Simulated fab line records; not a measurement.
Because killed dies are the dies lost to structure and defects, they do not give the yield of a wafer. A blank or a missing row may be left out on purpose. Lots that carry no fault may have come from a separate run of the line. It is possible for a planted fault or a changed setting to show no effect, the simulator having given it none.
One fault seen from 2 desks :: flow gf180mcu :: each desk holds nothing but its own numbers, with what lay behind them at the end

## METROLOGY DESK
What the gauges read for every lot (on any tool): the sampled wafers with a number, averaged. Any lot whose mean is over 4 standard deviations away from the usual mean is out of limits and marked OUT; that distance is given in the brackets.
Columns: A = HV_LDD_02_OVL at GF_HV_LDD_OVL_MEAS_32, usual 1.0 nm; B = PSD_TW at GF_PSD_TW_MEAS_11, usual 3156
lot: L828
first seen here: day 11 14:14
A: 1.0
B: 3122

lot: L830
first seen here: day 12 09:44
A: 0.1
B: 3119

lot: L831
first seen here: day 12 18:38
A: 1.0
B: 3181

lot: L832
first seen here: day 13 00:17
A: 1.1
B: 3114

lot: L833
first seen here: day 13 11:59
A: 1.4
B: 3141

lot: L834
first seen here: day 14 06:05
A: 1.4
B: 3143

lot: L835
first seen here: day 14 06:49
A: 0.4
B: 3208

lot: L837
first seen here: day 15 01:13
A: 2.0
B: 3210

lot: L840
first seen here: day 15 15:16
A: 1.5
B: 3153

lot: L841
first seen here: day 15 22:01
A: 2.9
B: 3124

lot: L843
first seen here: day 16 18:14
A: 2.5
B: 3100

lot: L847
first seen here: day 17 20:59
A: 1.5
B: 3133

lot: L848
first seen here: day 18 06:50
A: 0.2
B: 3208

lot: L849
first seen here: day 18 15:46
A: 3.1
B: 3191

lot: L851
first seen here: day 19 05:08
A: 1.5
B: 3193
Finding of this desk: none of the 15 lots has anything out of limits.

## AT THE TOOL OWNER'S DESK: rie diel-02
The tool's own readings at GF_SAB_ETCH_11 (etches SiO2 in C4F8/O2/Ar, target depth 55 nm, time 8.5 s): means of the sampled wafers that have a number, for each lot that ran on this tool. Any lot whose mean is over 4 standard deviations away from the usual mean is out of limits and marked OUT; that distance is given in the brackets.
Columns: A = oes product au at GF_SAB_ETCH_11, usual 1.003 a.u.
lot: L833
first seen here: day 17 08:47
A: 1.003

lot: L835
first seen here: day 18 06:11
A: 0.997

lot: L837
first seen here: day 18 23:53
A: 1.024

lot: L840
first seen here: day 19 16:36
A: 0.906 (-7.4) OUT

lot: L841
first seen here: day 20 01:32
A: 0.927 (-5.8) OUT

lot: L843
first seen here: day 20 22:25
A: 0.935 (-5.2) OUT

lot: L851
first seen here: day 23 09:26
A: 0.989
Finding of this desk: L840, L841, L843 out of limits; the first was L840 at day 19 16:36, on oes product au at GF_SAB_ETCH_11. Within limits: L833, L835, L837, L851.

## PUT TOGETHER
At day 19 16:36, on L840, L841, L843, the tool owner's desk was in a position to raise an alarm.
From the metrology desk's view, nothing was out of limits.
The metrology desk holds a record of L840, L841, L843, inside its limits.
On rie diel-02, each named lot ran GF_SAB_ETCH_11.

## WHAT THE SIMULATOR PUT IN
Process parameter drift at GF_SAB_ETCH_11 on rie diel-02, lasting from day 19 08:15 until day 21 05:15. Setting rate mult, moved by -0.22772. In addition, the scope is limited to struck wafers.
Lots struck among those shown: L840, L841, L843.
Delay in hours, fault start to first out-of-limits reading, by desk: the tool owner's desk at 8.
